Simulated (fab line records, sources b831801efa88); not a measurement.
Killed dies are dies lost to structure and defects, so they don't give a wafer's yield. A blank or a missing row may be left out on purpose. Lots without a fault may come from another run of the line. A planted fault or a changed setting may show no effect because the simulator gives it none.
Which tool did it? | flow sky130 | 24 lots, 72 wafers sampled, at 6 steps of a route of 708

WHAT THE GAUGES READ, wafer by wafer
SKY_VIA2_RS_MEAS_22: measures by four-point-probe. Usual: VIA2_W_RS 0.256 ohm/sq, standard deviation 0.0049.
lot  | measured     | on            | VIA2_W_RS (ohm/sq) | flag
L074 | day 36 16:39 | film_metro-04 | 0.248 0.258 0.251  |
L075 | day 37 02:38 | film_metro-04 | 0.244 0.245 0.257  |
L076 | day 37 07:10 | film_metro-01 | 0.254 0.258 0.258  |
L077 | day 37 21:35 | film_metro-01 | 0.255 0.246 0.244  |
L079 | day 38 16:43 | film_metro-01 | 0.257 0.259 0.257  |
L080 | day 38 17:42 | film_metro-04 | 0.256 0.258 0.255  |
L078 | day 38 17:56 | film_metro-02 | 0.259 0.263 0.260  |
L081 | day 38 20:30 | film_metro-01 | 0.258 0.261 0.258  |
L082 | day 39 15:21 | film_metro-01 | 0.260 0.260 0.262  |
L083 | day 39 18:04 | film_metro-04 | 0.262 0.262 0.261  |
L085 | day 39 23:05 | film_metro-01 | 0.259 0.257 0.258  |
L084 | day 40 04:52 | film_metro-02 | 0.256 0.254 0.256  |
L086 | day 40 09:07 | film_metro-02 | 0.261 0.259 0.262  |
L087 | day 40 18:50 | film_metro-01 | 0.260 0.259 0.258  |
L088 | day 40 23:52 | film_metro-04 | 0.257 0.259 0.253  |
L089 | day 41 08:33 | film_metro-04 | 0.261 0.260 0.260  |
L090 | day 41 15:01 | film_metro-02 | 0.256 0.256 0.247  |
L092 | day 42 04:58 | film_metro-01 | 0.257 0.262 0.259  |
L091 | day 42 10:26 | film_metro-02 | 0.245 0.252 0.244  |
L093 | day 42 11:27 | film_metro-02 | 0.258 0.260 0.259  |
L094 | day 42 19:15 | film_metro-04 | 0.256 0.260 0.257  |
L096 | day 43 02:27 | film_metro-04 | 0.254 0.245 0.253  |
L095 | day 43 07:49 | film_metro-01 | 0.249 0.253 0.246  |
L097 | day 43 20:47 | film_metro-02 | 0.255 0.253 0.250  |

SKY_METAL4_CD_MEAS_13: target cd 300 nm. Usual: cd_nm 299.8 nm, standard deviation 1.5.
lot  | measured     | on        | cd_nm (nm)        | flag
L074 | day 42 03:18 | cd_sem-02 | 298.6 298.9 298.5 |
L075 | day 42 11:38 | cd_sem-02 | 299.2 301.3 300.2 |
L076 | day 42 15:55 | cd_sem-01 | 298.7 298.7 296.8 |
L077 | day 43 04:27 | cd_sem-01 | 299.7 298.7 299.4 |
L079 | day 43 22:07 | cd_sem-01 | 299.5 298.9 298.8 |
L080 | day 43 22:42 | cd_sem-02 | 296.9 298.1 296.1 |
L078 | day 43 23:24 | cd_sem-02 | 298.4 297.9 298.2 |
L081 | day 44 02:24 | cd_sem-01 | 300.7 300.9 301.0 |
L082 | day 44 19:39 | cd_sem-02 | 297.8 297.9 298.6 |
L083 | day 44 21:10 | cd_sem-02 | 299.1 298.6 300.0 |
L085 | day 45 03:13 | cd_sem-02 | 301.4 302.8 302.4 |
L084 | day 45 07:57 | cd_sem-01 | 301.7 301.8 301.9 |
L086 | day 45 12:10 | cd_sem-02 | 298.3 298.2 299.0 |
L087 | day 45 19:43 | cd_sem-02 | 300.9 301.2 301.9 |
L088 | day 45 23:12 | cd_sem-01 | 299.9 299.5 299.1 |
L089 | day 46 08:27 | cd_sem-01 | 300.2 298.8 298.9 |
L090 | day 46 12:44 | cd_sem-02 | 296.8 298.8 298.7 |
L092 | day 47 00:47 | cd_sem-02 | 300.8 299.5 300.3 |
L091 | day 47 05:42 | cd_sem-02 | 300.8 299.2 299.6 |
L093 | day 47 07:18 | cd_sem-02 | 297.8 297.7 297.2 |
L094 | day 47 13:33 | cd_sem-02 | 301.7 302.0 300.9 |
L096 | day 47 20:06 | cd_sem-01 | 302.4 300.9 303.0 |
L095 | day 48 00:51 | cd_sem-02 | 301.5 302.0 301.1 |
L097 | day 48 10:39 | cd_sem-01 | 298.6 300.0 299.4 |

WHICH TOOL RAN EACH LOT (tool, then ch and the chambers of the sampled wafers, then the start)
lot  | SKY_VIA2_ETCH_14                   | SKY_CAPM_STRIP_14                    | SKY_VIA3_ETCH_15                   | SKY_CAP2M_STRIP_14
L074 | rie_diel-04 ch 0,1,3, day 36 15:46 | plasma_asher-03 ch 0,1, day 37 19:52 | rie_diel-02 ch 0,2,3, day 40 01:00 | plasma_asher-02 ch 0,1, day 41 03:37
L075 | rie_diel-01 ch 2,3, day 37 01:43   | plasma_asher-03 ch 0,1, day 38 05:21 | rie_diel-02 ch 0,1, day 40 09:39   | plasma_asher-03 ch 0,1, day 41 11:31
L076 | rie_diel-04 ch 1,2,3, day 37 06:16 | plasma_asher-02 ch 0, day 38 09:25   | rie_diel-03 ch 2,3, day 40 13:45   | plasma_asher-02 ch 0,1, day 41 15:37
L077 | rie_diel-04 ch 1,2, day 37 20:39   | plasma_asher-03 ch 0,1, day 39 00:04 | rie_diel-02 ch 0,2,3, day 41 03:33 | plasma_asher-01 ch 0,1, day 42 05:04
L079 | rie_diel-01 ch 1,2,3, day 38 15:49 | plasma_asher-04 ch 0,1, day 39 18:13 | rie_diel-02 ch 1,3, day 41 20:48   | plasma_asher-02 ch 0,1, day 42 22:31
L080 | rie_diel-02 ch 0,2,3, day 38 16:49 | plasma_asher-04 ch 0,1, day 39 19:22 | rie_diel-02 ch 0,1,3, day 41 21:45 | plasma_asher-01 ch 0,1, day 42 22:40
L078 | rie_diel-04 ch 0,2,3, day 38 17:01 | plasma_asher-04 ch 0,1, day 39 20:00 | rie_diel-01 ch 1,2, day 41 22:35   | plasma_asher-03 ch 0, day 42 23:17
L081 | rie_diel-02 ch 0,1,2, day 38 19:34 | plasma_asher-04 ch 0,1, day 39 21:51 | rie_diel-01 ch 0,1,3, day 42 01:09 | plasma_asher-03 ch 0,1, day 43 02:46
L082 | rie_diel-02 ch 0,1,3, day 39 14:28 | plasma_asher-03 ch 0,1, day 40 17:13 | rie_diel-01 ch 0,1,2, day 42 19:45 | plasma_asher-03 ch 0,1, day 43 20:46
L083 | rie_diel-02 ch 2,3, day 39 17:10   | plasma_asher-02 ch 0,1, day 40 19:40 | rie_diel-03 ch 0,2,3, day 42 21:51 | plasma_asher-03 ch 0,1, day 43 22:31
L085 | rie_diel-01 ch 0,2,3, day 39 22:10 | plasma_asher-02 ch 0,1, day 41 00:49 | rie_diel-01 ch 1,2, day 43 03:03   | plasma_asher-03 ch 1, day 44 03:46
L084 | rie_diel-02 ch 0,1,3, day 40 03:58 | plasma_asher-04 ch 0,1, day 41 06:22 | rie_diel-01 ch 1,2,3, day 43 08:56 | plasma_asher-03 ch 0,1, day 44 09:40
L086 | rie_diel-01 ch 0,2, day 40 08:13   | plasma_asher-04 ch 0, day 41 10:34   | rie_diel-03 ch 0,1,3, day 43 13:09 | plasma_asher-03 ch 0,1, day 44 14:07
L087 | rie_diel-01 ch 2,3, day 40 17:51   | plasma_asher-04 ch 0,1, day 41 19:57 | rie_diel-02 ch 0,1,2, day 43 21:27 | plasma_asher-01 ch 0,1, day 44 21:38
L088 | rie_diel-01 ch 1,2,3, day 40 22:58 | plasma_asher-02 ch 0,1, day 42 00:58 | rie_diel-03 ch 1,2, day 44 00:59   | plasma_asher-03 ch 0,1, day 45 01:16
L089 | rie_diel-01 ch 2,3, day 41 07:40   | plasma_asher-04 ch 0,1, day 42 09:34 | rie_diel-02 ch 0,3, day 44 10:30   | plasma_asher-03 ch 0,1, day 45 10:28
L090 | rie_diel-01 ch 0,1,2, day 41 14:06 | plasma_asher-03 ch 0,1, day 42 16:19 | rie_diel-02 ch 0,1,2, day 44 16:26 | plasma_asher-01 ch 0,1, day 45 15:19
L092 | rie_diel-04 ch 0,2,3, day 42 04:01 | plasma_asher-02 ch 0,1, day 43 04:54 | rie_diel-01 ch 0,1, day 45 04:35   | plasma_asher-01 ch 0,1, day 46 03:22
L091 | rie_diel-02 ch 0,1,3, day 42 09:33 | plasma_asher-03 ch 0,1, day 43 10:37 | rie_diel-02 ch 0,2,3, day 45 10:27 | plasma_asher-01 ch 0,1, day 46 08:55
L093 | rie_diel-01 ch 0,1,3, day 42 10:34 | plasma_asher-04 ch 0,1, day 43 11:43 | rie_diel-01 ch 0,3, day 45 10:45   | plasma_asher-02 ch 0,1, day 46 09:13
L094 | rie_diel-04 ch 1,2,3, day 42 18:22 | plasma_asher-03 ch 0,1, day 43 19:34 | rie_diel-02 ch 1,2, day 45 18:09   | plasma_asher-02 ch 0,1, day 46 16:42
L096 | rie_diel-02 ch 0,1,2, day 43 01:31 | plasma_asher-04 ch 0,1, day 44 02:37 | rie_diel-01 ch 1,2,3, day 46 01:39 | plasma_asher-02 ch 0,1, day 46 23:22
L095 | rie_diel-02 ch 1,2,3, day 43 06:52 | plasma_asher-03 ch 0,1, day 44 07:10 | rie_diel-01 ch 0,1, day 46 05:24   | plasma_asher-03 ch 0,1, day 47 03:52
L097 | rie_diel-02 ch 0,3, day 43 19:54   | plasma_asher-03 ch 0,1, day 44 20:07 | rie_diel-02 ch 0,3, day 46 16:24   | plasma_asher-02 ch 0,1, day 47 14:16
- SKY_VIA2_ETCH_14: etches BARC in N2/H2, stops on SiO2, time 45.9 s, target depth 60 nm.
- SKY_CAPM_STRIP_14: strips in O2/N2.
- SKY_VIA3_ETCH_15: etches SiO2 in C4F8/O2/Ar, stops on TiN, target depth 507 nm, time 78 s.
- SKY_CAP2M_STRIP_14: strips in O2/N2.

WHAT THE TOOLS THEMSELVES READ (means of the sampled wafers that have a number; where no wafer has one, the mark that the record gives instead)
SKY_VIA2_ETCH_14. Usual: drypump_motor_current_A 5.7 A, standard deviation 0.43; oes_product_au 0.855 a.u., standard deviation 0.005; throttle_valve_pct 13.225 %, standard deviation 0.0091.
lot  | tool        | drypump_motor_current_A (A) | oes_product_au (a.u.) | throttle_valve_pct (%) | flag
L074 | rie_diel-04 | 5.7                         | 0.858                 | 13.227                 |
L075 | rie_diel-01 | 5.5                         | 0.854                 | 13.225                 |
L076 | rie_diel-04 | 6.2                         | 0.856                 | 13.228                 |
L077 | rie_diel-04 | 6.3                         | 0.855                 | 13.222                 |
L079 | rie_diel-01 | 5.5                         | 0.853                 | 13.227                 |
L080 | rie_diel-02 | 5.9                         | 0.852                 | 13.235                 |
L078 | rie_diel-04 | 5.7                         | 0.858                 | 13.228                 |
L081 | rie_diel-02 | 6.0                         | 0.853                 | 13.232                 |
L082 | rie_diel-02 | 5.8                         | 0.857                 | 13.228                 |
L083 | rie_diel-02 | 5.6                         | 0.852                 | 13.223                 |
L085 | rie_diel-01 | 5.5                         | 0.854                 | 13.233                 |
L084 | rie_diel-02 | 5.8                         | 0.851                 | 13.221                 |
L086 | rie_diel-01 | 5.5                         | 0.855                 | 13.225                 |
L087 | rie_diel-01 | 5.5                         | 0.851                 | 13.228                 |
L088 | rie_diel-01 | 5.5                         | 0.853                 | 13.218                 |
L089 | rie_diel-01 | 5.5                         | 0.854                 | 13.225                 |
L090 | rie_diel-01 | 5.6                         | 0.857                 | 13.229                 |
L092 | rie_diel-04 | 5.7                         | 0.858                 | 13.225                 |
L091 | rie_diel-02 | 5.8                         | 0.857                 | 13.228                 |
L093 | rie_diel-01 | 5.6                         | 0.856                 | 13.224                 |
L094 | rie_diel-04 | 6.2                         | 0.857                 | 13.223                 |
L096 | rie_diel-02 | 6.0                         | 0.856                 | 13.225                 |
L095 | rie_diel-02 | 5.7                         | 0.851                 | 13.230                 |
L097 | rie_diel-02 | 5.6                         | 0.847                 | 13.224                 |

SKY_CAPM_STRIP_14. Usual: drypump_motor_current_A 6.1 A, standard deviation 0.38; oes_product_au 0.710 a.u., standard deviation 0.0044; strip_time_to_endpoint_s 12.64 s, standard deviation 0.043.
lot  | tool            | drypump_motor_current_A (A) | oes_product_au (a.u.) | strip_time_to_endpoint_s (s) | flag
L074 | plasma_asher-03 | 6.3                         | 0.714                 | 12.62                        |
L075 | plasma_asher-03 | 6.3                         | 0.710                 | 12.64                        |
L076 | plasma_asher-02 | 6.3                         | 0.712                 | 12.65                        |
L077 | plasma_asher-03 | 6.3                         | 0.708                 | 12.65                        |
L079 | plasma_asher-04 | 6.1                         | 0.711                 | 12.66                        |
L080 | plasma_asher-04 | 6.1                         | 0.713                 | 12.70                        |
L078 | plasma_asher-04 | 6.2                         | 0.706                 | 12.66                        |
L081 | plasma_asher-04 | 6.1                         | 0.709                 | 12.66                        |
L082 | plasma_asher-03 | 6.0                         | 0.709                 | 12.63                        |
L083 | plasma_asher-02 | 5.6                         | 0.714                 | 12.60                        |
L085 | plasma_asher-02 | 5.6                         | 0.710                 | 12.64                        |
L084 | plasma_asher-04 | 6.1                         | 0.705                 | 12.61                        |
L086 | plasma_asher-04 | 6.1                         | 0.709                 | 12.64                        |
L087 | plasma_asher-04 | 6.2                         | 0.712                 | 12.64                        |
L088 | plasma_asher-02 | 6.0                         | 0.714                 | 12.65                        |
L089 | plasma_asher-04 | 6.2                         | 0.710                 | 12.72                        |
L090 | plasma_asher-03 | 6.0                         | 0.710                 | 12.72                        |
L092 | plasma_asher-02 | 5.6                         | 0.710                 | 12.65                        |
L091 | plasma_asher-03 | 6.3                         | 0.710                 | 12.64                        |
L093 | plasma_asher-04 | 6.2                         | 0.710                 | 12.61                        |
L094 | plasma_asher-03 | 6.0                         | 0.706                 | 12.58                        |
L096 | plasma_asher-04 | 6.2                         | 0.710                 | 12.70                        |
L095 | plasma_asher-03 | 6.3                         | 0.707                 | 12.54                        |
L097 | plasma_asher-03 | 6.0                         | 0.705                 | 12.67                        |

SKY_VIA3_ETCH_15. Usual: oes_product_au 0.946 a.u., standard deviation 0.0046.
lot  | tool        | oes_product_au (a.u.) | flag
L074 | rie_diel-02 | 0.947                 |
L075 | rie_diel-02 | 0.950                 |
L076 | rie_diel-03 | 0.950                 |
L077 | rie_diel-02 | 0.950                 |
L079 | rie_diel-02 | 0.942                 |
L080 | rie_diel-02 | 0.944                 |
L078 | rie_diel-01 | 0.945                 |
L081 | rie_diel-01 | 0.948                 |
L082 | rie_diel-01 | 0.946                 |
L083 | rie_diel-03 | 0.949                 |
L085 | rie_diel-01 | 0.946                 |
L084 | rie_diel-01 | 0.947                 |
L086 | rie_diel-03 | 0.949                 |
L087 | rie_diel-02 | 0.945                 |
L088 | rie_diel-03 | 0.949                 |
L089 | rie_diel-02 | 0.946                 |
L090 | rie_diel-02 | 0.948                 |
L092 | rie_diel-01 | 0.948                 |
L091 | rie_diel-02 | 0.944                 |
L093 | rie_diel-01 | 0.947                 |
L094 | rie_diel-02 | 0.952                 |
L096 | rie_diel-01 | 0.941                 |
L095 | rie_diel-01 | 0.943                 |
L097 | rie_diel-02 | 0.947                 |

SKY_CAP2M_STRIP_14. Usual: drypump_motor_current_A 6.0 A, standard deviation 0.43; oes_product_au 0.711 a.u., standard deviation 0.0045; strip_time_to_endpoint_s 12.65 s, standard deviation 0.04.
lot  | tool            | drypump_motor_current_A (A) | oes_product_au (a.u.) | strip_time_to_endpoint_s (s) | flag
L074 | plasma_asher-02 | 6.0                         | 0.707                 | 12.63                        |
L075 | plasma_asher-03 | 6.3                         | 0.713                 | 12.73                        |
L076 | plasma_asher-02 | 5.6                         | 0.714                 | 12.65                        |
L077 | plasma_asher-01 | 6.1                         | 0.707                 | 12.67                        |
L079 | plasma_asher-02 | 5.6                         | 0.707                 | 12.66                        |
L080 | plasma_asher-01 | 6.1                         | 0.707                 | 12.69                        |
L078 | plasma_asher-03 | 5.8                         | 0.710                 | 12.59                        |
L081 | plasma_asher-03 | 6.0                         | 0.711                 | 12.69                        |
L082 | plasma_asher-03 | 6.0                         | 0.713                 | 12.65                        |
L083 | plasma_asher-03 | 6.3                         | 0.708                 | 12.67                        |
L085 | plasma_asher-03 | 6.5                         | 0.714                 | 12.66                        |
L084 | plasma_asher-03 | 6.3                         | 0.712                 | 12.57                        |
L086 | plasma_asher-03 | 6.0                         | 0.708                 | 12.61                        |
L087 | plasma_asher-01 | 6.1                         | 0.712                 | 12.67                        |
L088 | plasma_asher-03 | 6.0                         | 0.710                 | 12.62                        |
L089 | plasma_asher-03 | 6.3                         | 0.707                 | 12.64                        |
L090 | plasma_asher-01 | 6.1                         | 0.709                 | 12.65                        |
L092 | plasma_asher-01 | 6.1                         | 0.713                 | 12.68                        |
L091 | plasma_asher-01 | 6.1                         | 0.711                 | 12.68                        |
L093 | plasma_asher-02 | 5.6                         | 0.707                 | 12.64                        |
L094 | plasma_asher-02 | 6.0                         | 0.708                 | 12.64                        |
L096 | plasma_asher-02 | 5.6                         | 0.712                 | 12.64                        |
L095 | plasma_asher-03 | 6.3                         | 0.710                 | 12.65                        |
L097 | plasma_asher-02 | 5.6                         | 0.711                 | 12.66                        |

THE ANSWER, worked out from the rows above alone
Rule: a lot is off if the mean of its wafers that have a number lies more than 3 standard deviations from the usual mean. A lot without any number at a reading at which 4 lots or more have one is off too. The other lots that the step has rows for count as sound. The gauges are gone through in route order, then the tools' own readings, and for those a lot's mean is taken as printed above. The first step at which some lot is off is used, and at that step the reading that is off furthest; a lot without a number counts as furthest.
No lot is off at any reading shown: from this, nothing can be told.

WHAT THE SIMULATOR HAD PUT IN
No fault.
